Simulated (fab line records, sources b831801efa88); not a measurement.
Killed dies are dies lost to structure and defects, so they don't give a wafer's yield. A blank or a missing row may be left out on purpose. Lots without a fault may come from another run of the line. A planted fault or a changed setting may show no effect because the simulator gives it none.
fab line records | flow sky130
record lots=10 wafers=29 last_day=50
route steps=708 shown CAP2M@617 METAL4@631 VIA4@642 METAL5@676 PAD_OPEN@708
lots that met no fault: from a run of the same line without faults
start_h: hours from the record's first day to the start of the lot's first wafer shown | wait_h: hours since the lot's step before | " the same as in the row above | L1.1+2: a row that stands for several wafers | - no value, or no start given | * or withheld: withheld | < > ~ a bound
route shown NAME@n: a module of which the file shows steps, and the number in the route of the first | usual: mean/standard deviation of fault-free wafers | same: alike in all rows | chamber/n: place in a boat | sites: the reading at each site | _std_site: their standard deviation | _edge_site: outer sites' mean less inner sites' | radius_mm: how far each site lies from the wafer's centre | mask NAME#n: copy n | behind: the tool/chamber that last shaped the wafer | hold: why the lot was held/for how many hours/how that ended | device: the transistor (n, p or np) that didn't switch | end of line: the same wafers' tests at the end of the route | a step without rows: its recipe alone | killed: dies lost to structure and defects at the first sort, not the wafer's yield | map: a wafer's dies, x killed, . not, _ none there
set.NAME: the setting as run; set.NAME@STEP: as run at that earlier step | model.NAME: the simulator's own value behind a step, which no gauge read
steps of the route over a sample of lots; a table a step, a row a wafer
services: from which hour (start_h, from the record's first day; less than 0 if before it) a tool's chamber was out of use, for how many hours, and why
## steps
# step SKY_CAP2M_STRIP_14
# recipe chemistry=O2/N2 power_w=1400 pressure_mtorr=1500 platen_temp_c=withheld o2_flow_sccm=3000 n2_flow_sccm=300 overash_fraction=0.5
# usual drypump_motor_current_A=5.6/0.51 oes_product_au=0.710/0.0044 strip_time_to_endpoint_s=12.64/0.052
# columns lot.wafer tool chamber start_h wait_h drypump_motor_current_A oes_product_au rf_hours_counter_h strip_time_to_endpoint_s
L386.1 plasma_asher-04 1 954.90 0.1 5.1 0.709 110 12.65
L386.4 " 0 " " 5.2 0.705 - 12.65
L386.5 " 0 " " 5.2 0.713 - 12.65
L389.1 plasma_asher-03 0 975.20 0.1 6.5 0.708 23 12.63
L389.4 " 0 " " 6.5 0.714 - 12.61
L389.6 " 0 " " 6.5 0.714 - 12.67
L390.2 plasma_asher-04 1 983.95 0.1 5.1 0.709 113 12.68
L390.4 " 0 " " 5.2 0.704 - 12.68
L390.6 " 0 " " 5.2 0.704 - 12.62
L398.2 plasma_asher-03 0 1041.00 0.1 6.5 0.714 29 12.69
L398.3 " 1 " " 5.9 0.714 - 12.74
L403.1 plasma_asher-03 0 1071.45 0.1 6.5 0.715 33 12.60
L403.2 " 1 " " 5.9 0.708 33 12.60
L403.5 " 1 " " 5.9 0.713 - 12.59
L404.1 plasma_asher-01 0 1080.12 0.1 5.2 0.709 92 12.67
L404.3 " 1 " " 5.3 0.705 - 12.70
L404.5 " 1 " " 5.3 0.707 - 12.64
L405.2 plasma_asher-01 0 1082.00 0.1 5.3 0.706 92 12.57
L405.3 " 1 " " 5.3 0.713 - 12.59
L405.5 " 1 " " 5.3 0.700 - 12.62
L406.1 plasma_asher-01 0 1087.60 0.1 5.2 0.712 93 12.65
L406.2 " 1 " " 5.3 0.712 93 12.66
L406.4 " 0 " " 5.2 0.696 - 12.69
L408.2 plasma_asher-01 1 1101.10 0.1 5.3 0.707 94 12.60
L408.4 " 1 " " 5.4 0.709 - 12.52
L408.6 " 1 " " 5.4 0.709 - 12.59
L409.1 plasma_asher-03 0 1109.25 0.1 6.5 0.708 36 12.53
L409.4 " 1 " " 5.8 0.705 - 12.64
L409.5 " 1 " " 5.9 0.710 - 12.66
# step SKY_METAL4_DESCUM_15
# recipe chemistry=O2 source_power_w=150 bias_power_w=0 pressure_mtorr=10 temp_c=40 time_s=8
# usual drypump_motor_current_A=5.6/0.34 he_backside_leak_sccm=3.32/0.18 oes_product_au=1.001/0.0076 temp_c=40.01/0.11
# columns lot.wafer tool chamber start_h wait_h drypump_motor_current_A he_backside_leak_sccm oes_product_au rf_hours_counter_h temp_c
L386.1 rie_metal-03 0 979.39 0.0 5.9 3.12 1.011 3 39.89
L386.4 " 1 " " 5.8 3.40 1.009 - 40.09
L386.5 " 0 " " 5.9 3.24 1.015 - 39.76
L389.1 rie_metal-02 0 998.81 0.0 5.2 3.20 1.003 12 40.06
L389.4 " 0 " " 5.2 3.33 1.002 - 39.97
L389.6 " 0 " " 5.2 3.25 1.002 - 40.06
L390.2 rie_metal-04 0 1007.90 0.0 6.0 3.35 1.019 5 39.93
L390.4 " 0 " " 6.0 3.29 1.013 - 40.12
L390.6 " 0 " " 6.0 3.40 1.012 - 39.88
L398.2 rie_metal-04 1 1063.29 0.0 5.1 3.35 0.997 2 40.00
L398.3 " 1 " " 5.1 3.44 1.004 - 39.92
L403.1 rie_metal-03 1 1093.09 0.0 5.8 3.32 1.001 4 40.03
L403.2 " 0 " " 5.8 3.06 1.007 11 40.10
L403.5 " 0 " " 5.8 3.50 1.000 - 39.94
L404.1 rie_metal-03 0 1101.16 0.0 5.9 3.17 0.995 12 40.13
L404.3 " 1 " " 5.8 3.17 0.988 - 39.99
L404.5 " 1 " " 5.8 3.21 0.997 - 40.09
L405.2 rie_metal-02 0 1103.25 0.0 5.2 3.44 0.997 19 39.89
L405.3 " 1 " " 5.8 3.44 0.996 - 40.16
L405.5 " 0 " " 5.2 3.62 0.994 - 39.71
L406.1 rie_metal-03 0 1108.96 0.0 5.9 2.99 1.004 13 40.19
L406.2 " 1 " " 5.8 2.89 0.991 6 40.04
L406.4 " 1 " " 5.8 3.17 0.987 - 39.93
L408.2 rie_metal-02 1 1122.14 0.0 5.8 3.38 1.001 10 40.09
L408.4 " 0 " " 5.2 3.29 1.000 - 40.24
L408.6 " 1 " " 5.7 3.31 1.004 - 39.85
L409.1 rie_metal-02 1 1129.69 0.0 5.8 3.40 1.003 11 39.91
L409.4 " 1 " " 5.8 3.30 1.004 - 40.13
L409.5 " 1 " " 5.8 3.32 0.989 - 40.09
# step SKY_VIA4_BOW_MEAS_03
# recipe mode=bow
# usual VIA4_BOW=81/8.7
# columns lot.wafer tool chamber start_h wait_h VIA4_BOW[um]
L386.1 film_metro-01 - 980.89 0.2 82
L386.4 " - " " 87
L386.5 " - " " 74
L389.1 film_metro-01 - 1000.44 0.2 77
L389.4 " - " " 75
L389.6 " - " " 68
L390.2 film_metro-02 - 1009.42 0.1 78
L390.4 " - " " 81
L390.6 " - " " 64
L398.2 film_metro-01 - 1064.77 0.2 93
L398.3 " - " " 86
L403.1 film_metro-01 - 1094.55 0.1 87
L403.2 " - " " 90
L403.5 " - " " 85
L404.1 film_metro-01 - 1102.69 0.1 85
L404.3 " - " " 77
L404.5 " - " " 79
L405.2 film_metro-02 - 1105.12 0.2 59
L405.3 " - " " 65
L405.5 " - " " 65
L406.1 film_metro-01 - 1111.03 0.2 80
L406.2 " - " " 92
L406.4 " - " " 78
L408.2 film_metro-01 - 1125.29 0.3 82
L408.4 " - " " 77
L408.6 " - " " 66
L409.1 film_metro-01 - 1131.15 0.2 83
L409.4 " - " " 79
L409.5 " - " " 70
# step SKY_METAL5_METAL_ETCH_15
# recipe target_depth_a=12600 stop_on=SiO2 over_etch_frac=0.2 time_s=252 chemistry=Cl2/BCl3 resist_sidewall_deg=86 pressure_mtorr=10 icp_w=900 bias_w=48.5 Cl2_flow_sccm=60 bcl3_flow_sccm=30
# usual drypump_motor_current_A=5.6/0.32 he_backside_leak_sccm=3.4/0.33 oes_product_au=0.894/0.005 run_length_s=280.5/0.9 throttle_valve_pct=22.264/0.0087
# columns lot.wafer tool chamber start_h wait_h drypump_motor_current_A he_backside_leak_sccm oes_product_au rf_hours_counter_h run_length_s throttle_valve_pct
L386.1 rie_metal-02 1 1029.05 0.0 5.8 3.3 0.897 4 283.1 22.251
L386.4 " 1 " " 5.8 3.4 0.896 - 282.9 22.253
L386.5 " 0 " " 5.2 3.4 0.896 - 283.3 22.242
L389.1 rie_metal-01 1 1047.34 0.0 5.5 2.9 0.900 7 280.1 22.267
L389.4 " 0 " " 5.9 3.4 0.894 - 280.6 22.253
L389.6 " 0 " " 5.9 3.4 0.891 - 280.3 22.269
L390.2 rie_metal-01 1 1055.99 0.0 5.5 3.1 0.899 7 280.5 22.261
L390.4 " 1 " " 5.6 3.1 0.898 - 280.1 22.254
L390.6 " 0 " " 5.9 3.5 0.894 - 280.8 22.256
L398.2 rie_metal-01 0 1107.54 0.0 5.9 3.6 0.992 18 256.2 22.274
L398.3 " 0 " " 5.9 3.3 0.896 - 280.4 22.259
L403.1 rie_metal-02 0 1134.99 0.0 5.2 3.3 0.900 21 280.9 22.262
L403.2 " 1 " " 5.7 3.5 0.896 11 280.0 22.265
L403.5 " 0 " " 5.2 3.0 0.889 - 280.3 22.268
L404.1 rie_metal-02 0 1143.57 0.0 5.2 3.3 0.893 22 280.4 22.273
L404.3 " 1 " " 5.7 3.4 0.891 - 279.9 22.254
L404.5 " 1 " " 5.7 3.2 0.893 - 279.8 22.257
L405.2 rie_metal-04 1 1144.49 0.0 5.1 3.4 0.896 8 279.8 22.280
L405.3 " 1 " " 5.1 3.3 0.898 - 279.6 22.270
L405.5 " 0 " " 6.0 3.2 0.905 - 279.6 22.258
L406.1 rie_metal-02 1 1149.64 0.0 5.8 3.3 0.890 13 280.3 22.274
L406.2 " 0 " " 5.2 3.6 0.890 22 281.1 22.265
L406.4 " 0 " " 5.2 3.3 0.888 - 280.7 22.270
L408.2 rie_metal-02 0 1163.49 0.0 5.2 2.8 0.898 24 280.4 22.259
L408.4 " 1 " " 5.8 3.4 0.893 - 279.9 22.268
L408.6 " 1 " " 5.8 3.4 0.898 - 280.3 22.261
L409.1 rie_metal-04 1 1168.72 0.0 5.1 3.5 0.890 11 279.8 22.257
L409.4 " 0 " " 6.0 3.3 0.895 - 279.7 22.277
L409.5 " 0 " " 6.0 3.5 0.893 - 279.9 22.264
# step SKY_METAL5_STRIP_16
# recipe chemistry=O2/N2 power_w=1400 pressure_mtorr=1500 platen_temp_c=withheld o2_flow_sccm=3000 n2_flow_sccm=300 overash_fraction=0.5
# usual drypump_motor_current_A=5.8/0.44 oes_product_au=0.711/0.0045 strip_time_to_endpoint_s=13.07/0.13
# columns lot.wafer tool chamber start_h wait_h drypump_motor_current_A oes_product_au rf_hours_counter_h strip_time_to_endpoint_s
L386.1 plasma_asher-02 0 1029.36 0.2 5.9 0.715 60 13.21
L386.4 " 1 " " 6.0 0.712 - 13.15
L386.5 " 0 " " 5.9 0.717 - 13.23
L389.1 plasma_asher-03 0 1047.57 0.2 6.5 0.719 30 13.13
L389.4 " 0 " " 6.5 0.703 - 13.22
L389.6 " 0 " " 6.5 0.710 - 13.11
L390.2 plasma_asher-02 1 1056.22 0.2 6.0 0.709 63 12.95
L390.4 " 0 " " 5.9 0.708 - 12.95
L390.6 " 0 " " 5.9 0.710 - 13.07
L398.2 plasma_asher-03 1 1107.77 0.2 5.9 0.715 36 14.05
L398.3 " 0 " " 6.5 0.706 - 13.24
L403.1 plasma_asher-01 1 1135.22 0.2 5.4 0.711 97 13.28
L403.2 " 0 " " 5.2 0.715 97 13.25
L403.5 " 0 " " 5.2 0.713 - 13.22
L404.1 plasma_asher-01 0 1143.81 0.2 5.2 0.714 98 12.95
L404.3 " 1 " " 5.3 0.709 - 12.91
L404.5 " 1 " " 5.4 0.712 - 13.08
L405.2 plasma_asher-02 1 1144.72 0.2 6.0 0.704 71 13.23
L405.3 " 0 " " 6.0 0.709 - 13.23
L405.5 " 1 " " 6.0 0.707 - 13.04
L406.1 plasma_asher-03 1 1149.87 0.2 5.9 0.703 40 12.99
L406.2 " 0 " " 6.5 0.707 40 13.09
L406.4 " 1 " " 5.9 0.713 - 12.96
L408.2 plasma_asher-01 0 1163.72 0.2 5.2 0.718 100 12.93
L408.4 " 0 " " 5.2 0.702 - 13.13
L408.6 " 0 " " 5.2 0.714 - 13.01
L409.1 plasma_asher-02 0 1168.95 0.2 6.0 0.715 74 13.08
L409.4 " 1 " " 6.0 0.706 - 12.89
L409.5 " 0 " " 5.9 0.707 - 12.96
# step SKY_PAD_OPEN_PROBE_99
# usual defect_limited_yield=82.4/1.9 killed_at_M0_to_M3=44/7 killed_at_M4_up=3.2/1.8 killed_at_contacts=24/5.1 killed_at_front_end=15/4.3 killed_at_other=0.3/0.5 killed_dies=86/9.6 killed_open=48/7.1 killed_short=38/6.7 sort_bin_3_pad_short=0.9/0.44 sort_bin_5_function=10.3/1.5 sort_bin_6_memory=6.4/1.1 sort_n_pass=406/9.6 sort_yield_pct=82.4/1.9
# same gross_dies=492 killed_at_back_side=0 sort_bin_4_leakage[%]=0 sort_bin_8_speed[%]=0
# columns lot.wafer tool chamber start_h wait_h defect_limited_yield[%] killed_at_M0_to_M3 killed_at_M4_up killed_at_contacts killed_at_front_end killed_at_other killed_dies killed_open killed_short sort_bin_3_pad_short[%] sort_bin_5_function[%] sort_bin_6_memory[%] sort_n_pass sort_yield_pct[%]
L398.2 prober-01 - 1149.00 0.1 78.5 59 3 29 13 2 106 52 46 1.0 13.4 7.1 386 78.5
L403.5 prober-02 - 1174.38 0.2 83.1 41 1 24 17 0 83 48 35 1.6 6.9 8.3 409 83.1
# killed by level:class
L398.2 VIA1:geometric_particle:open=18 METAL2:geometric_particle:short=14 LI_CONTACT:geometric_particle:open=8 LI_CONTACT:geometric_particle:short=6 CONTACT:geometric_particle:open=5 CONTACT:geometric_particle:short=5 VIA2:geometric_particle:open=5 VIA3:geometric_particle:open=4
L403.5 VIA1:geometric_particle:open=11 LI_CONTACT:geometric_particle:open=7 CONTACT:geometric_particle:open=7 VIA3:geometric_particle:short=6 VIA3:geometric_particle:open=6 POLY_GATE:geometric_particle:open=5 METAL2:geometric_particle:short=5 VIA2:geometric_particle:open=5
## services
# columns tool chamber start_h hours kind
plasma_asher-03 - 967.52 2.8 pm
plasma_asher-03 - 980.44 4.6 repair
rie_metal-03 - 987.69 4.4 repair
rie_metal-02 1 993.90 5.6 repair
plasma_asher-02 - 1000.25 0.6 repair
rie_metal-04 1 1012.88 - clean
rie_metal-04 1 1012.88 19.2 scheduled_down
rie_metal-04 1 1012.88 19.2 vent_cycle
rie_metal-03 1 1013.72 - clean
rie_metal-03 1 1013.72 17.0 scheduled_down
rie_metal-03 1 1013.72 17.0 vent_cycle
plasma_asher-04 - 1055.25 9.0 pm
plasma_asher-04 0 1055.25 9.0 vent_cycle
plasma_asher-04 1 1055.25 9.0 vent_cycle
plasma_asher-04 0 1064.25 - clean
plasma_asher-04 1 1064.25 - clean
plasma_asher-01 - 1071.03 2.4 repair
## key
first_sign step=SKY_METAL5_METAL_ETCH_15 reading=run_length_s direction=down sigmas=27 usual=* struck=*
effect step=SKY_METAL5_METAL_ETCH_15 reading=oes_product_au direction=up sigmas=20 usual=0.894 struck=0.992
effect step=SKY_METAL5_STRIP_16 reading=strip_time_to_endpoint_s direction=up sigmas=7.7 usual=* struck=*
met_at SKY_METAL5_METAL_ETCH_15
struck_lots L398
struck_wafers L398.2
not_acting_at SKY_CAP2M_STRIP_14,SKY_METAL4_DESCUM_15,SKY_VIA4_BOW_MEAS_03
onset_between 1055.99 1107.54
fault kind=process_parameter_drift tool=rie_metal-01 chamber=- onset_h=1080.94 steps=SKY_METAL5_METAL_ETCH_15 channel=time_s offset=* shape=step end_h=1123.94 scope=struck_wafers_only acts_in=* stated=*
